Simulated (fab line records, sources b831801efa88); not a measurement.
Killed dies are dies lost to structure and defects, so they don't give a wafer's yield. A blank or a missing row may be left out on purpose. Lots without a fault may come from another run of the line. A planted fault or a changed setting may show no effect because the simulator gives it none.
Which tool did it? | flow sky130 | 6 lots, 18 wafers sampled, at 1 step of a route of 708

WHAT THE GAUGES READ, wafer by wafer
SKY_VT_ADJUST_HVTR_CD_MEAS_07: target cd 380 nm.
lot  | measured     | on        | cd_nm (nm)
L181 | day 10 10:05 | cd_sem-01 | 378.6 378.3 380.2
L183 | day 11 00:16 | cd_sem-02 | 378.3 377.0 380.3
L185 | day 11 14:02 | cd_sem-02 | 381.0 380.5 379.9
L187 | day 12 07:05 | cd_sem-01 | 382.6 382.1 382.8
L194 | day 14 13:29 | cd_sem-02 | 380.3 382.8 381.3
L198 | day 15 23:37 | cd_sem-02 | 377.4 376.9 378.2

WHICH TOOL RAN EACH LOT (tool, then ch and the chambers of the sampled wafers, then the start)
The record holds no process step before these readings.

THE ANSWER, worked out from the rows above alone
Rule: what is usual is taken from the lots themselves. Put in order of their means at a reading, lots are off if they are a third of the lots or fewer, leave a main group of 4 or more, and stand apart from it by a gap of 3 or more times the standard deviation of the main group's means; of several such gaps the widest counts. A main group whose means are all the same, to the digits that the tables above print for the reading, isn't used. A lot without any number at a reading at which 4 lots or more have one is off too. The other lots that the step has rows for count as sound.
No lot is off at any reading shown: from this, nothing can be told.

WHAT THE SIMULATOR HAD PUT IN
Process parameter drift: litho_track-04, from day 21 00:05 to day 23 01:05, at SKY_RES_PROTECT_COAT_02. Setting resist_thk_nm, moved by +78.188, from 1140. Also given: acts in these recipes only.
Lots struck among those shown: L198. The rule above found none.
